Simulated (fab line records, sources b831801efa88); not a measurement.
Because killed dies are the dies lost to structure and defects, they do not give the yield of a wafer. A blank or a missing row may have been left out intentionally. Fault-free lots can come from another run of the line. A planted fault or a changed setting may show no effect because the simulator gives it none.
fab line records    flow sky130
[record] lots = 24  wafers = 72  lastDay = 50
route steps=708 shown SD_N@353 LI_CONTACT@383 VIA2@509 METAL3@536
lots untouched by any fault: they come from a run of this same line in which no faults occurred
startH: start of the lot's first displayed wafer, in hours after the record's first day    waitH: hours since the lot's step before    " unchanged from the row above    L1.1+2: several wafers, shown together as one row    - no value, or no start given    * or withheld: withheld    < > ~ a bound
route shown NAME@n: NAME is a module with steps in the file, n the number in the route of the first one    usual: mean/standard deviation of fault-free wafers    same: alike in all rows    chamber/n: place in a boat    sites: each site's reading    _std_site: the values' standard deviation    _edge_site: outer sites' mean less inner sites'    radiusMm: how far each site lies from the wafer's centre    mask NAME#n: copy n    behind: the tool/chamber that last shaped the wafer    hold: why the lot went on hold/how many hours it stayed there/how the hold came to an end    device: names the non-switching transistor (n, p or np)    end of line: tests of these same wafers at the route's end    step lacking rows: just its recipe    killed: the dies lost at the first sort to structure and to defects; this is not the yield of the wafer    map: per-die view of a wafer (x killed, . not killed, _ where there is no die)
set.NAME: the setting that was run; set.NAME@STEP: the one run at that earlier step    model.NAME: the simulator's own value behind a step, which no gauge read
steps of the route over a sample of lots; a table a step, a row a wafer
services: from which hour (startH, from the record's first day; less than 0 if before it) a tool's chamber was out of use, for how many hours, and why
[[steps]]
[step SKY_SD_N_STRIP_11]
[recipe] chemistry = O2/N2  powerW = 1400  pressureMtorr = 1500  platenTempC = withheld  o2FlowSccm = 2876  n2FlowSccm = 300  overashFraction = 0.5
[usual] drypumpMotorCurrentA = 5.5/0.55  oesProductAu = 0.526/0.0046  stripTimeToEndpointS = 22.61/0.046
lot.wafer  tool            chamber  startH  waitH  drypumpMotorCurrentA  oesProductAu  rfHoursCounterH  stripTimeToEndpointS
L074.1     plasmaAsher-03  1        659.49  0.1    5.4                   0.531         56               22.60
L074.5     "               1        "       "      5.3                   0.524         -                22.62
L074.6     "               0        "       "      6.2                   0.530         -                22.55
L075.2     plasmaAsher-02  0        680.39  0.1    5.4                   0.537         84               22.63
L075.4     "               1        "       "      4.8                   0.527         -                22.65
L075.5     "               0        "       "      5.4                   0.529         -                22.64
L077.4     plasmaAsher-03  0        682.65  0.1    6.2                   0.532         -                22.56
L077.5     "               0        "       "      6.2                   0.533         -                22.55
L077.6     "               1        "       "      5.3                   0.529         -                22.53
L076.1     plasmaAsher-02  1        684.18  0.1    4.7                   0.527         84               22.60
L076.2     "               0        "       "      5.5                   0.528         84               22.57
L076.6     "               1        "       "      4.8                   0.527         -                22.58
L079.1     plasmaAsher-03  1        697.28  0.1    5.4                   0.521         59               22.59
L079.5     "               1        "       "      5.4                   0.526         -                22.61
L079.6     "               0        "       "      6.2                   0.525         -                22.64
L080.1     plasmaAsher-02  1        701.52  0.1    4.8                   0.532         86               22.58
L080.5     "               1        "       "      4.8                   0.524         -                22.60
L080.6     "               0        "       "      5.5                   0.529         -                22.61
L078.2     plasmaAsher-01  0        705.24  0.1    6.3                   0.524         100              22.66
L078.4     "               1        "       "      6.1                   0.537         -                22.68
L078.5     "               1        "       "      6.1                   0.532         -                22.71
L081.3     plasmaAsher-02  0        711.45  0.1    5.4                   0.525         -                22.57
L081.4     "               1        "       "      4.8                   0.528         -                22.62
L081.6     "               1        "       "      4.7                   0.525         -                22.61
L082.1     plasmaAsher-03  0        714.74  0.1    6.2                   0.528         61               22.66
L082.2     "               1        "       "      5.3                   0.521         61               22.60
L082.4     "               1        "       "      5.4                   0.532         -                22.68
L083.2     plasmaAsher-03  0        730.90  0.1    6.2                   0.531         62               22.59
L083.4     "               1        "       "      5.3                   0.525         -                22.62
L083.6     "               0        "       "      6.2                   0.529         -                22.58
L084.1     plasmaAsher-02  1        739.12  0.1    4.7                   0.526         89               22.71
L084.5     "               1        "       "      4.7                   0.533         -                22.65
L084.6     "               0        "       "      5.4                   0.531         -                22.68
L085.2     plasmaAsher-03  0        747.22  0.1    6.2                   0.532         64               22.61
L085.4     "               0        "       "      6.2                   0.529         -                22.60
L085.5     "               1        "       "      5.3                   0.521         -                22.62
L087.2     plasmaAsher-01  1        749.71  0.1    6.1                   0.525         1                22.69
L087.3     "               0        "       "      6.3                   0.530         -                22.71
L087.6     "               1        "       "      6.1                   0.528         -                22.66
L086.2     plasmaAsher-03  1        751.29  0.1    5.3                   0.525         65               22.63
L086.3     "               0        "       "      6.2                   0.524         -                22.60
L086.6     "               0        "       "      6.2                   0.525         -                22.60
L088.1     plasmaAsher-02  1        770.32  0.1    4.7                   0.530         93               22.56
L088.2     "               0        "       "      5.5                   0.528         93               22.55
L088.3     "               1        "       "      4.7                   0.527         -                22.57
L089.1     plasmaAsher-03  0        775.33  0.1    6.2                   0.524         67               22.63
L089.5     "               0        "       "      6.2                   0.523         -                22.65
L089.6     "               1        "       "      5.3                   0.527         -                22.58
L090.1     plasmaAsher-03  1        785.33  0.1    5.4                   0.527         68               22.55
L090.3     "               1        "       "      5.4                   0.528         -                22.54
L090.6     "               1        "       "      5.4                   0.528         -                22.50
L091.3     plasmaAsher-02  0        785.97  0.1    5.4                   0.536         -                22.55
L091.5     "               0        "       "      5.4                   0.525         -                22.57
L091.6     "               1        "       "      4.8                   0.527         -                22.59
L092.2     plasmaAsher-02  1        797.87  0.1    4.8                   0.527         96               22.60
L092.5     "               1        "       "      4.8                   0.531         -                22.59
L092.6     "               0        "       "      5.5                   0.529         -                22.64
L093.1     plasmaAsher-02  1        802.49  0.1    4.8                   0.529         96               22.57
L093.2     "               0        "       "      5.4                   0.534         96               22.57
L093.4     "               1        "       "      4.7                   0.522         -                22.56
L094.1     plasmaAsher-02  1        809.27  0.1    4.7                   0.520         98               22.69
L094.4     "               1        "       "      4.8                   0.531         -                22.69
L094.5     "               1        "       "      4.8                   0.527         -                22.66
L095.1     plasmaAsher-02  1        812.08  0.1    4.7                   0.529         98               22.63
L095.5     "               1        "       "      4.7                   0.533         -                22.60
L095.6     "               0        "       "      5.4                   0.523         -                22.59
L096.2     plasmaAsher-01  1        823.38  0.1    6.1                   0.531         3                22.66
L096.4     "               1        "       "      6.1                   0.522         -                22.63
L096.5     "               1        "       "      6.1                   0.523         -                22.65
L097.3     plasmaAsher-03  0        827.17  0.1    6.2                   0.521         -                22.60
L097.4     "               1        "       "      5.3                   0.527         -                22.62
L097.5     "               0        "       "      6.2                   0.519         -                22.64
[step SKY_LI_CONTACT_CVD_21]
[recipe] material = W  targetThkNm = 400  timeS = 120.56  tempC = 400  pressureTorr = 40
[usual] heaterPowerOuterW = 583/62  heaterPowerW = 936/48
lot.wafer  tool     chamber  startH  waitH  heaterPowerOuterW  heaterPowerW
L074.1     cvdW-01  0        689.53  0.0    527                905
L074.5     "        0        "       "      541                888
L074.6     "        1        "       "      666                1019
L075.2     cvdW-02  1        709.81  0.0    594                973
L075.4     "        1        "       "      607                959
L075.5     "        1        "       "      591                943
L077.4     cvdW-02  1        712.06  0.0    606                936
L077.5     "        0        "       "      511                882
L077.6     "        1        "       "      587                948
L076.1     cvdW-01  0        714.63  0.0    549                877
L076.2     "        1        "       "      678                988
L076.6     "        0        "       "      531                892
L079.1     cvdW-01  1        728.37  0.0    697                1002
L079.5     "        0        "       "      551                908
L079.6     "        1        "       "      656                995
L080.1     cvdW-02  1        731.04  0.0    590                929
L080.5     "        0        "       "      519                877
L080.6     "        1        "       "      603                929
L078.2     cvdW-01  1        735.18  0.0    685                1021
L078.4     "        1        "       "      699                994
L078.5     "        0        "       "      538                920
L081.3     cvdW-01  1        740.79  0.1    683                1026
L081.4     "        0        "       "      534                905
L081.6     "        1        "       "      667                1002
L082.1     cvdW-01  1        744.36  0.0    688                1026
L082.2     "        0        "       "      545                902
L082.4     "        1        "       "      690                1016
L083.2     cvdW-01  0        761.16  0.0    547                901
L083.4     "        1        "       "      690                980
L083.6     "        1        "       "      673                1014
L084.1     cvdW-02  0        768.66  0.0    517                897
L084.5     "        1        "       "      586                954
L084.6     "        0        "       "      510                914
L085.2     cvdW-02  1        776.38  0.0    592                928
L085.4     "        0        "       "      521                878
L085.5     "        0        "       "      525                911
L087.2     cvdW-02  0        778.61  0.0    513                881
L087.3     "        1        "       "      602                955
L087.6     "        1        "       "      613                942
L086.2     cvdW-02  1        779.54  0.0    592                957
L086.3     "        1        "       "      577                956
L086.6     "        1        "       "      604                931
L088.1     cvdW-02  0        798.53  0.0    514                917
L088.2     "        1        "       "      583                914
L088.3     "        0        "       "      532                911
L089.1     cvdW-01  1        803.36  0.0    675                999
L089.5     "        1        "       "      693                1020
L089.6     "        0        "       "      535                894
L090.1     cvdW-01  0        814.25  0.0    552                900
L090.3     "        1        "       "      677                1011
L090.6     "        1        "       "      691                1019
L091.3     cvdW-02  1        815.08  0.1    604                953
L091.5     "        0        "       "      529                897
L091.6     "        1        "       "      600                953
L092.2     cvdW-02  0        826.08  0.0    516                905
L092.5     "        1        "       "      593                941
L092.6     "        0        "       "      526                888
L093.1     cvdW-02  0        829.40  0.0    527                903
L093.2     "        1        "       "      592                944
L093.4     "        0        "       "      523                880
L094.1     cvdW-01  0        836.93  0.0    553                921
L094.4     "        1        "       "      672                1041
L094.5     "        0        "       "      542                898
L095.1     cvdW-01  0        839.59  0.0    530                910
L095.5     "        1        "       "      675                1022
L095.6     "        0        "       "      540                889
L096.2     cvdW-02  1        851.94  0.0    599                939
L096.4     "        0        "       "      520                913
L096.5     "        0        "       "      526                885
L097.3     cvdW-02  0        855.54  0.1    542                876
L097.4     "        1        "       "      613                935
L097.5     "        0        "       "      519                907
[step SKY_VIA2_CMP_02]
[recipe] material = SiO2  downForcePsi = 4  platenRpm = 60  padVelocityMS = 0.94248
[usual] motorCurrentA = 12.4/0.9  slurryFilterDpKPa = 13.49/0.13
lot.wafer  tool    chamber  startH  waitH  motorCurrentA  slurryFilterDpKPa
L074.1     cmp-02  2        832.78  0.1    13.8           13.54
L074.5     "       2        "       "      13.3           13.47
L074.6     "       3        "       "      14.4           13.60
L075.2     cmp-01  2        851.95  0.0    12.5           13.60
L075.4     "       1        "       "      11.9           13.37
L075.5     "       3        "       "      12.5           13.47
L077.4     cmp-02  3        854.10  0.4    13.5           13.41
L077.5     "       1        "       "      11.5           13.38
L077.6     "       2        "       "      13.5           13.37
L076.2     cmp-02  1        856.75  0.1    11.8           13.45
L076.1     "       3        "       "      13.6           13.46
L076.6     "       0        "       "      11.9           13.19
L079.1     cmp-01  2        869.04  0.1    11.7           13.78
L079.6     "       2        "       "      12.5           13.45
L079.5     "       3        "       "      13.0           13.60
L080.1     cmp-01  2        873.67  0.1    12.0           13.44
L080.6     "       1        "       "      11.3           13.51
L080.5     "       2        "       "      13.0           13.58
L078.2     cmp-01  3        876.66  0.3    12.1           13.65
L078.4     "       0        "       "      11.8           13.62
L078.5     "       0        "       "      11.9           13.53
L081.3     cmp-01  0        881.22  0.1    11.7           13.40
L081.4     "       2        "       "      12.4           13.60
L081.6     "       0        "       "      12.1           13.58
L082.2     cmp-02  0        886.08  0.1    11.4           13.47
L082.4     "       1        "       "      11.7           13.36
L082.1     "       2        "       "      13.3           13.62
L083.2     cmp-01  3        901.67  0.0    12.0           13.42
L083.4     "       1        "       "      11.6           13.66
L083.6     "       0        "       "      11.9           13.56
L084.1     cmp-01  2        906.04  0.2    13.3           13.21
L084.5     "       3        "       "      12.9           13.48
L084.6     "       0        "       "      11.8           13.68
L085.2     cmp-02  0        915.28  0.4    11.7           13.65
L085.4     "       2        "       "      13.7           13.50
L085.5     "       0        "       "      11.6           13.50
L087.2     cmp-02  3        917.06  0.1    14.2           13.58
L087.3     "       0        "       "      11.7           13.50
L087.6     "       1        "       "      11.8           13.50
L086.3     cmp-02  1        918.42  0.0    12.1           13.47
L086.2     "       3        "       "      14.2           13.63
L086.6     "       1        "       "      11.5           13.32
L088.1     cmp-01  2        936.85  0.1    12.2           13.40
L088.3     "       0        "       "      13.2           13.56
L088.2     "       1        "       "      11.7           13.35
L089.1     cmp-02  3        940.64  0.2    13.9           13.42
L089.6     "       0        "       "      12.4           13.68
L089.5     "       1        "       "      11.3           13.23
L090.1     cmp-02  3        949.24  0.1    13.1           13.31
L090.3     "       1        "       "      11.6           13.65
L090.6     "       0        "       "      11.2           13.43
L091.3     cmp-02  1        951.52  0.1    11.3           13.68
L091.5     "       3        "       "      13.7           13.30
L091.6     "       0        "       "      11.4           13.44
L092.2     cmp-02  2        962.59  0.0    13.2           13.48
L092.6     "       2        "       "      13.8           13.62
L092.5     "       3        "       "      13.5           13.63
L093.4     cmp-02  2        965.49  0.0    13.3           13.36
L093.2     "       3        "       "      13.0           13.57
L093.1     "       0        "       "      12.2           13.30
L094.4     cmp-02  3        970.50  0.1    13.6           13.52
L094.1     "       0        "       "      11.8           13.47
L094.5     "       1        "       "      12.3           13.40
L095.1     cmp-01  3        972.40  0.1    11.6           13.46
L095.6     "       3        "       "      12.8           13.62
L095.5     "       0        "       "      11.7           13.21
L096.2     cmp-02  0        984.09  0.1    11.3           13.51
L096.4     "       2        "       "      13.5           13.55
L096.5     "       0        "       "      11.6           13.26
L097.3     cmp-01  1        988.49  0.0    11.6           13.47
L097.4     "       2        "       "      12.4           13.54
L097.5     "       2        "       "      12.7           13.60
[step SKY_VIA2_OVL_MEAS_13]
[usual] VIA2_OVL = 0/6
lot.wafer  tool        chamber  startH   waitH  VIA2_OVL[nm]
L074.1     overlay-02  -        859.85   0.1    6
L074.5     "           -        "        "      8
L074.6     "           -        "        "      -3
L075.2     overlay-01  -        878.95   0.1    12
L075.4     "           -        "        "      15
L075.5     "           -        "        "      7
L077.4     overlay-01  -        880.27   0.1    9
L077.5     "           -        "        "      1
L077.6     "           -        "        "      12
L076.1     overlay-01  -        883.40   0.1    7
L076.2     "           -        "        "      -1
L076.6     "           -        "        "      6
L079.1     overlay-02  -        894.95   0.1    -1
L079.5     "           -        "        "      -1
L079.6     "           -        "        "      0
L080.1     overlay-02  -        899.40   0.1    0
L080.5     "           -        "        "      13
L080.6     "           -        "        "      0
L078.2     overlay-01  -        902.40   0.1    -8
L078.4     "           -        "        "      -7
L078.5     "           -        "        "      -1
L081.3     overlay-01  -        906.77   0.1    -1
L081.4     "           -        "        "      2
L081.6     "           -        "        "      -3
L082.1     overlay-01  -        911.40   0.1    -7
L082.2     "           -        "        "      -4
L082.4     "           -        "        "      -6
L083.2     overlay-02  -        926.96   0.1    7
L083.4     "           -        "        "      3
L083.6     "           -        "        "      4
L084.1     overlay-01  -        931.05   0.1    3
L084.5     "           -        "        "      1
L084.6     "           -        "        "      2
L085.2     overlay-02  -        940.76   0.1    -5
L085.4     "           -        "        "      -4
L085.5     "           -        "        "      -6
L087.2     overlay-02  -        942.35   0.1    1
L087.3     "           -        "        "      -4
L087.6     "           -        "        "      5
L086.2     overlay-01  -        943.46   0.1    -3
L086.3     "           -        "        "      -3
L086.6     "           -        "        "      2
L088.1     overlay-02  -        961.62   0.1    -3
L088.2     "           -        "        "      -1
L088.3     "           -        "        "      -3
L089.1     overlay-01  -        965.30   0.1    -5
L089.5     "           -        "        "      -9
L089.6     "           -        "        "      -4
L090.1     overlay-01  -        973.75   0.1    -6
L090.3     "           -        "        "      -14
L090.6     "           -        "        "      -4
L091.3     overlay-02  -        975.72   0.1    -9
L091.5     "           -        "        "      -14
L091.6     "           -        "        "      0
L092.2     overlay-02  -        986.31   0.1    -4
L092.5     "           -        "        "      6
L092.6     "           -        "        "      -3
L093.1     overlay-01  -        988.60   0.1    -2
L093.2     "           -        "        "      -4
L093.4     "           -        "        "      -8
L094.1     overlay-02  -        994.05   0.1    12
L094.4     "           -        "        "      6
L094.5     "           -        "        "      9
L095.1     overlay-02  -        994.65   0.1    9
L095.5     "           -        "        "      3
L095.6     "           -        "        "      1
L096.2     overlay-01  -        1007.70  0.1    -3
L096.4     "           -        "        "      -2
L096.5     "           -        "        "      -3
L097.3     overlay-01  -        1012.11  0.1    -3
L097.4     "           -        "        "      2
L097.5     "           -        "        "      4
[step SKY_VIA2_ETCH_15]
[recipe] target = SiO2  chemistry = C4F8/O2/Ar  targetDepthNm = 546  stopOn = TiN  maskMaterial = KrF-thick  sourceW = 1500  biasW = 1200  pressureMtorr = 40  c4f8FlowSccm = withheld  O2_flow_sccm = 6  Ar_flow_sccm = 300  timeS = 84
[usual] oesProductAu = 0.939/0.0042
lot.wafer  tool        chamber  startH   waitH  oesProductAu  rfHoursCounterH
L074.1     rieDiel-02  3        859.93   0.0    0.942         7
L074.5     "           2        "        "      0.941         -
L074.6     "           3        "        "      0.951         -
L075.2     rieDiel-02  3        879.03   0.0    0.952         8
L075.4     "           2        "        "      0.941         -
L075.5     "           3        "        "      0.942         -
L077.4     rieDiel-02  3        880.36   0.0    0.936         -
L077.5     "           0        "        "      0.933         -
L077.6     "           2        "        "      0.936         -
L076.1     rieDiel-04  1        883.48   0.0    0.943         6
L076.2     "           0        "        "      0.934         3
L076.6     "           1        "        "      0.940         -
L079.1     rieDiel-01  1        895.03   0.0    0.940         2
L079.5     "           3        "        "      0.939         -
L079.6     "           0        "        "      0.936         -
L080.1     rieDiel-04  3        899.48   0.0    0.942         12
L080.5     "           3        "        "      0.937         -
L080.6     "           0        "        "      0.936         -
L078.2     rieDiel-02  0        902.48   0.0    0.942         15
L078.4     "           3        "        "      0.934         -
L078.5     "           2        "        "      0.938         -
L081.3     rieDiel-04  2        906.83   0.0    0.936         13
L081.4     "           3        "        "      0.932         12
L081.6     "           0        "        "      0.939         -
L082.1     rieDiel-01  1        911.48   0.0    0.936         2
L082.2     "           0        "        "      0.938         16
L082.4     "           2        "        "      0.934         2
L083.2     rieDiel-01  3        927.03   0.0    0.942         19
L083.4     "           0        "        "      0.932         16
L083.6     "           3        "        "      0.946         -
L084.1     rieDiel-01  1        931.13   0.0    0.940         3
L084.5     "           3        "        "      0.940         -
L084.6     "           0        "        "      0.933         -
L085.2     rieDiel-02  3        940.83   0.0    0.945         12
L085.4     "           1        "        "      0.941         6
L085.5     "           2        "        "      0.944         -
L087.2     rieDiel-02  2        942.43   0.0    0.941         7
L087.3     "           0        "        "      0.937         17
L087.6     "           2        "        "      0.932         -
L086.2     rieDiel-04  2        943.53   0.0    0.944         13
L086.3     "           3        "        "      0.943         13
L086.6     "           1        "        "      0.951         -
L088.1     rieDiel-01  3        961.70   0.0    0.942         20
L088.2     "           1        "        "      0.941         3
L088.3     "           2        "        "      0.945         3
L089.1     rieDiel-01  2        965.38   0.0    0.945         3
L089.5     "           1        "        "      0.944         -
L089.6     "           2        "        "      0.937         -
L090.1     rieDiel-02  3        973.83   0.0    0.932         12
L090.3     "           1        "        "      0.941         6
L090.6     "           3        "        "      0.935         -
L091.3     rieDiel-01  0        975.78   0.0    0.936         17
L091.5     "           3        "        "      0.945         -
L091.6     "           2        "        "      0.934         -
L092.2     rieDiel-01  0        986.38   0.0    0.943         18
L092.5     "           2        "        "      0.942         -
L092.6     "           3        "        "      0.939         -
L093.1     rieDiel-01  3        988.68   0.0    0.938         21
L093.2     "           2        "        "      0.944         4
L093.4     "           1        "        "      0.941         4
L094.1     rieDiel-02  1        994.13   0.0    0.943         7
L094.4     "           2        "        "      0.932         8
L094.5     "           3        "        "      0.940         -
L095.1     rieDiel-01  0        994.73   0.0    0.941         18
L095.5     "           3        "        "      0.936         -
L095.6     "           0        "        "      0.940         -
L096.2     rieDiel-04  0        1007.78  0.0    0.937         6
L096.4     "           3        "        "      0.940         14
L096.5     "           1        "        "      0.940         -
L097.3     rieDiel-01  2        1012.18  0.0    0.944         5
L097.4     "           3        "        "      0.940         22
L097.5     "           2        "        "      0.939         -
[step SKY_METAL3_SPUTTER_04]
[recipe] material = TiN  targetThkNm = 70  powerW = 6500  timeS = 58.3  chamberPressurePa = 0.4
[usual] throttleValvePct = 29.7/1.1
lot.wafer  tool           chamber  startH   waitH  throttleValvePct
L074.1     pvdSputter-01  -        861.36   0.0    28.8
L074.5     "              -        "        "      28.5
L074.6     "              -        "        "      30.4
L075.2     pvdSputter-01  -        880.49   0.0    31.4
L075.4     "              -        "        "      29.8
L075.5     "              -        "        "      31.4
L077.4     pvdSputter-01  -        881.84   0.0    30.4
L077.5     "              -        "        "      30.6
L077.6     "              -        "        "      28.8
L076.1     pvdSputter-01  -        884.98   0.0    30.5
L076.2     "              -        "        "      31.6
L076.6     "              -        "        "      31.7
L079.1     pvdSputter-03  -        896.46   0.0    27.7
L079.5     "              -        "        "      29.9
L079.6     "              -        "        "      27.9
L080.1     pvdSputter-02  -        900.94   0.0    28.8
L080.5     "              -        "        "      31.2
L080.6     "              -        "        "      30.0
L078.2     pvdSputter-03  -        903.95   0.0    29.9
L078.4     "              -        "        "      29.9
L078.5     "              -        "        "      27.9
L081.3     pvdSputter-03  -        908.30   0.0    30.2
L081.4     "              -        "        "      27.5
L081.6     "              -        "        "      30.1
L082.1     pvdSputter-01  -        912.95   0.0    30.7
L082.2     "              -        "        "      29.9
L082.4     "              -        "        "      28.6
L083.2     pvdSputter-03  -        928.47   0.0    29.8
L083.4     "              -        "        "      29.9
L083.6     "              -        "        "      29.9
L084.1     pvdSputter-03  -        932.70   0.0    27.8
L084.5     "              -        "        "      29.8
L084.6     "              -        "        "      27.8
L085.2     pvdSputter-01  -        942.26   0.0    31.4
L085.4     "              -        "        "      29.9
L085.5     "              -        "        "      30.1
L087.2     pvdSputter-01  -        943.86   0.0    30.3
L087.3     "              -        "        "      28.5
L087.6     "              -        "        "      30.6
L086.2     pvdSputter-01  -        944.96   0.0    28.6
L086.3     "              -        "        "      30.5
L086.6     "              -        "        "      31.6
L088.1     pvdSputter-01  -        963.60   0.0    28.6
L088.2     "              -        "        "      31.6
L088.3     "              -        "        "      30.5
L089.1     pvdSputter-03  -        966.88   0.0    29.8
L089.5     "              -        "        "      30.1
L089.6     "              -        "        "      29.9
L090.1     pvdSputter-03  -        975.27   0.0    30.0
L090.3     "              -        "        "      29.8
L090.6     "              -        "        "      30.1
L091.3     pvdSputter-03  -        977.21   0.0    27.7
L091.5     "              -        "        "      27.7
L091.6     "              -        "        "      29.9
L092.2     pvdSputter-02  -        988.16   0.0    29.5
L092.5     "              -        "        "      29.9
L092.6     "              -        "        "      31.1
L093.1     pvdSputter-03  -        990.23   0.0    27.8
L093.2     "              -        "        "      30.0
L093.4     "              -        "        "      29.9
L094.1     pvdSputter-02  -        996.07   0.0    29.5
L094.4     "              -        "        "      29.8
L094.5     "              -        "        "      30.0
L095.1     pvdSputter-03  -        996.19   0.0    30.0
L095.5     "              -        "        "      27.9
L095.6     "              -        "        "      29.7
L096.2     pvdSputter-01  -        1009.33  0.0    31.4
L096.4     "              -        "        "      30.3
L096.5     "              -        "        "      29.8
L097.3     pvdSputter-03  -        1013.66  0.0    27.7
L097.4     "              -        "        "      27.6
L097.5     "              -        "        "      29.9
[[services]]
tool            chamber  startH   hours  kind
cmp-02          -        640.70   1.9    repair
cvdW-01         1        644.51   13.9   repair
cmp-02          -        669.59   0.2    repair
cvdW-02         -        688.43   14.6   pm
cmp-02          -        707.06   2.0    repair
pvdSputter-03   -        715.85   5.4    repair
plasmaAsher-02  -        717.55   2.3    repair
cmp-02          -        729.94   3.3    repair
cmp-02          -        744.00   4.0    pm
cmp-02          -        782.34   1.4    repair
cvdW-02         1        816.78   3.1    repair
cvdW-01         -        843.77   2.8    pm
pvdSputter-03   -        845.76   13.7   repair
cvdW-02         -        863.23   2.8    pm
rieDiel-01      1        865.94   8.9    repair
cmp-02          -        875.91   3.8    pm
rieDiel-01      -        888.44   1.1    repair
cvdW-01         -        904.00   14.0   pm
rieDiel-01      0        917.40   4.9    repair
cvdW-02         0        930.37   3.1    repair
pvdSputter-03   -        939.44   8.1    repair
plasmaAsher-02  -        952.72   1.2    repair
cvdW-02         -        978.84   4.3    pm
cvdW-02         -        1005.61  28.1   pm
[[key]]
fault none
